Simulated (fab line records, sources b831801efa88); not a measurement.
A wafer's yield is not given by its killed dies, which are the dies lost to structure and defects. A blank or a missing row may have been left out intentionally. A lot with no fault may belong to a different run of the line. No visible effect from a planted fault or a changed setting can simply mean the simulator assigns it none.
Which tool did it? -- flow sky130 -- 42 wafers from 14 lots sampled at 6 of the route's 708 steps

== WHAT THE GAUGES SHOWED, per wafer ==
SKY_NWELL_OVL_MEAS_10. Usual: for NWELL_00_OVL the level is 0.9 nm and the standard deviation is 1.3.
lot,measured,on,NWELL_00_OVL (nm),flag
L991,day 4 15:16,overlay-02,-1.1 0.3 0.0,
L994,day 5 03:19,overlay-01,1.5 -0.2 2.4,
L997,day 5 23:01,overlay-01,0.2 0.7 0.9,
L999,day 6 13:17,overlay-02,2.0 1.3 1.8,
L101,day 7 17:34,overlay-01,2.6 1.4 0.5,
L104,day 7 21:08,overlay-02,-0.2 0.2 -1.5,
L105,day 8 04:59,overlay-02,1.3 2.1 1.5,
L106,day 8 05:28,overlay-01,3.8 1.6 1.1,
L109,day 8 23:16,overlay-01,-0.5 0.8 -0.3,
L108,day 8 23:37,overlay-01,2.4 1.1 1.0,
L110,day 9 04:40,overlay-02,0.4 2.1 2.0,
L112,day 9 13:29,overlay-01,0.2 2.8 0.2,
L113,day 9 19:31,overlay-01,-0.4 -1.8 1.0,
L114,day 10 02:32,overlay-02,0.3 0.1 -1.2,

SKY_VT_ADJUST_HVTP_OVL_MEAS_08. Usual: for VT_ADJUST_HVTP_OVL the level is 0.1 nm and the standard deviation is 1.
lot,measured,on,VT_ADJUST_HVTP_OVL (nm),flag
L991,day 6 01:44,overlay-01,0.4 -0.3 0.6,
L994,day 6 15:59,overlay-02,1.2 1.3 -0.1,
L997,day 7 14:18,overlay-02,1.0 0.3 1.4,
L999,day 8 05:53,overlay-01,0.0 -0.5 1.7,
L101,day 9 12:06,overlay-02,-1.8 -1.7 0.2,
L104,day 9 14:54,overlay-02,0.6 0.1 -0.1,
L105,day 10 00:02,overlay-01,0.3 -0.4 1.6,
L106,day 10 00:54,overlay-02,0.1 0.4 -1.2,
L109,day 10 19:17,overlay-02,0.0 -0.9 0.1,
L108,day 10 20:31,overlay-02,2.6 -1.0 0.1,
L110,day 11 01:57,overlay-01,0.8 0.9 0.9,
L112,day 11 11:48,overlay-01,2.2 3.2 -0.3,
L113,day 11 17:16,overlay-02,-0.5 -1.1 -0.6,
L114,day 12 02:26,overlay-01,-0.9 2.2 0.5,

SKY_VT_ADJUST_HVTP_TW_MEAS_11. Usual: for VT_ADJUST_HVTP_TW the level is 1353 and the standard deviation is 11.
lot,measured,on,VT_ADJUST_HVTP_TW,flag
L991,day 6 02:02,film metro-02,1343 1341 1336,
L994,day 6 16:16,film metro-02,1346 1343 1343,
L997,day 7 14:35,film metro-04,1371 1371 1372,
L999,day 8 06:10,film metro-04,1371 1370 1363,
L101,day 9 12:23,film metro-04,1367 1366 1358,
L104,day 9 15:11,film metro-02,30 30 30,OFF
L105,day 10 00:19,film metro-02,30 30 30,OFF
L106,day 10 01:11,film metro-02,1347 1344 1346,
L109,day 10 19:34,film metro-04,1368 1361 1354,
L108,day 10 20:48,film metro-03,1344 1349 1346,
L110,day 11 02:15,film metro-04,1365 1363 1359,
L112,day 11 12:05,film metro-03,1356 1355 1362,
L113,day 11 17:33,film metro-02,1338 1347 1339,
L114,day 12 02:43,film metro-04,1365 1355 1362,

== WHAT TOOL EACH LOT RAN ON (gives the tool, then ch and the chambers of the sampled wafers, and finally the start) ==
lot,SKY_DNWELL_STRIP_08,SKY_NWELL_STRIP_25,SKY_VT_ADJUST_HVTP_STRIP_10
L991,"plasma asher-01 ch 0,1, day 3 05:44","plasma asher-02 ch 0,1, day 5 08:08","plasma asher-04 ch 0,1, day 6 01:55"
L994,"plasma asher-02 ch 0,1, day 3 17:50","plasma asher-03 ch 0,1, day 5 20:50","plasma asher-02 ch 0,1, day 6 16:10"
L997,"plasma asher-02 ch 0,1, day 4 12:53","plasma asher-02 ch 0,1, day 6 18:05","plasma asher-01 ch 0,1, day 7 14:29"
L999,"plasma asher-01 ch 0,1, day 5 01:44","plasma asher-04 ch 0,1, day 7 09:17","plasma asher-02 ch 0,1, day 8 06:04"
L101,"plasma asher-02 ch 0,1, day 6 03:20","plasma asher-03 ch 0,1, day 8 14:40","plasma asher-04 ch 0,1, day 9 12:17"
L104,"plasma asher-03 ch 0,1, day 6 05:59","plasma asher-02 ch 0,1, day 8 17:26","plasma asher-04 ch 0,1, day 9 15:05"
L105,"plasma asher-03 ch 0,1, day 6 13:02","plasma asher-04 ch 0,1, day 9 02:35","plasma asher-04 ch 0,1, day 10 00:13"
L106,"plasma asher-01 ch 0,1, day 6 13:23","plasma asher-02 ch 0,1, day 9 02:56","plasma asher-04 ch 0,1, day 10 01:05"
L109,"plasma asher-01 ch 1, day 7 07:23","plasma asher-02 ch 0,1, day 9 20:44","plasma asher-02 ch 0,1, day 10 19:28"
L108,"plasma asher-03 ch 1, day 7 07:28","plasma asher-03 ch 0,1, day 9 21:35","plasma asher-04 ch 0,1, day 10 20:41"
L110,"plasma asher-01 ch 0,1, day 7 12:52","plasma asher-03 ch 0,1, day 10 02:38","plasma asher-01 ch 0,1, day 11 02:10"
L112,"plasma asher-02 ch 0,1, day 7 19:55","plasma asher-04 ch 0, day 10 11:56","plasma asher-04 ch 0,1, day 11 11:59"
L113,"plasma asher-01 ch 0,1, day 8 02:08","plasma asher-04 ch 1, day 10 17:51","plasma asher-02 ch 0,1, day 11 17:26"
L114,"plasma asher-02 ch 0,1, day 8 08:23","plasma asher-04 ch 0,1, day 11 01:26","plasma asher-02 ch 0,1, day 12 02:37"
- SKY_DNWELL_STRIP_08: strips in O2/N2.
- SKY_NWELL_STRIP_25: strips in O2/N2.
- SKY_VT_ADJUST_HVTP_STRIP_10: strips in O2/N2.

== WHAT THE TOOLS THEMSELVES READ (means of the sampled wafers that have a number; where no wafer has one, the mark that the record gives instead) ==
SKY_DNWELL_STRIP_08. Usual: chamber pressure mTorr 1500.0 mTorr, standard deviation 1.4; drypump motor current A 5.59 A, standard deviation 0.26; oes product au 0.722 a.u., standard deviation 0.0047; strip time to endpoint s 36.91 s, standard deviation 0.11.
lot,tool,chamber pressure mTorr (mTorr),drypump motor current A (A),oes product au (a.u.),strip time to endpoint s (s),flag
L991,plasma asher-01,1501.3,5.84,0.719,36.99,
L994,plasma asher-02,1499.8,5.55,0.722,37.01,
L997,plasma asher-02,1498.9,5.55,0.725,36.85,
L999,plasma asher-01,1500.1,5.62,0.725,36.99,
L101,plasma asher-02,1499.4,5.55,0.724,36.91,
L104,plasma asher-03,1501.1,5.46,0.722,36.79,
L105,plasma asher-03,1501.2,5.45,0.725,36.97,
L106,plasma asher-01,1500.7,5.62,0.720,37.02,
L109,plasma asher-01,1499.4,5.44,0.726,36.87,
L108,plasma asher-03,1500.0,5.15,0.724,36.82,
L110,plasma asher-01,1500.3,5.84,0.723,36.79,
L112,plasma asher-02,1499.6,5.64,0.720,36.98,
L113,plasma asher-01,1500.1,5.81,0.719,37.09,
L114,plasma asher-02,1500.4,5.55,0.722,36.88,

SKY_NWELL_STRIP_25. Usual: chamber pressure mTorr 1500.0 mTorr, standard deviation 1.5; drypump motor current A 5.7 A, standard deviation 0.33; oes product au 0.722 a.u., standard deviation 0.0043; strip time to endpoint s 36.92 s, standard deviation 0.12.
lot,tool,chamber pressure mTorr (mTorr),drypump motor current A (A),oes product au (a.u.),strip time to endpoint s (s),flag
L991,plasma asher-02,1499.9,5.6,0.716,36.94,
L994,plasma asher-03,1501.4,5.5,0.722,37.06,
L997,plasma asher-02,1500.4,5.6,0.722,36.61,
L999,plasma asher-04,1499.2,6.1,0.724,36.90,
L101,plasma asher-03,1499.6,5.5,0.725,36.91,
L104,plasma asher-02,-,-,-,-,OFF
L105,plasma asher-04,-,-,-,-,OFF
L106,plasma asher-02,1499.0,5.6,0.721,36.90,
L109,plasma asher-02,1501.9,5.6,0.723,36.99,
L108,plasma asher-03,1499.8,5.3,0.723,36.82,
L110,plasma asher-03,1499.8,5.3,0.721,36.68,
L112,plasma asher-04,1499.2,6.2,0.727,36.90,
L113,plasma asher-04,1501.2,5.8,0.721,36.94,
L114,plasma asher-04,1500.6,6.1,0.724,36.94,

SKY_VT_ADJUST_HVTP_STRIP_10. Usual: chamber pressure mTorr 1500.0 mTorr, standard deviation 1.4; drypump motor current A 5.81 A, standard deviation 0.27; oes product au 0.716 a.u., standard deviation 0.0044; strip time to endpoint s 14.19 s, standard deviation 0.038.
lot,tool,chamber pressure mTorr (mTorr),drypump motor current A (A),oes product au (a.u.),strip time to endpoint s (s),flag
L991,plasma asher-04,1500.2,5.92,0.713,14.11,
L994,plasma asher-02,1500.1,5.55,0.717,14.18,
L997,plasma asher-01,1499.5,5.80,0.713,14.20,
L999,plasma asher-02,1500.9,5.64,0.714,14.24,
L101,plasma asher-04,1500.9,5.92,0.713,14.14,
L104,plasma asher-04,1498.4,6.03,0.732,58.58,OFF
L105,plasma asher-04,1500.7,6.03,0.730,58.70,OFF
L106,plasma asher-04,1499.3,5.94,0.717,14.18,
L109,plasma asher-02,1500.3,5.56,0.716,14.17,
L108,plasma asher-04,1500.2,5.91,0.723,14.20,
L110,plasma asher-01,1500.0,5.84,0.715,14.21,
L112,plasma asher-04,1501.9,5.92,0.716,14.21,
L113,plasma asher-02,1500.2,5.63,0.714,14.19,
L114,plasma asher-02,1501.1,5.63,0.714,14.20,

== THE ANSWER, worked out from the rows above alone ==
Rule: take the mean of a lot's wafers that have a number; if it is more than 3 standard deviations from the usual mean, the lot is off. A lot without any number at a reading at which 4 lots or more have one is off too. Where the step has rows for the other lots, those lots are counted as sound. After the gauges, taken in route order, come the tools' own readings; for these a lot's mean is taken, as printed above. At the first step where some lot is off, the reading lying furthest off is the one used; lots without a number count as furthest.
Off: L104, L105, at SKY_VT_ADJUST_HVTP_TW_MEAS_11 (VT_ADJUST_HVTP_TW).
If a tool, at a process step before that reading, ran all the lots that are off and no sound lot after the first of them, it fits. Not tried: the gauges at SKY_VT_ADJUST_HVTP_TW_MEAS_11; whatever is off there is also off at SKY_NWELL_STRIP_25, on other tools, and gauge error can't account for it. None of those tried fits.

== WHAT THE SIMULATOR PUT IN ==
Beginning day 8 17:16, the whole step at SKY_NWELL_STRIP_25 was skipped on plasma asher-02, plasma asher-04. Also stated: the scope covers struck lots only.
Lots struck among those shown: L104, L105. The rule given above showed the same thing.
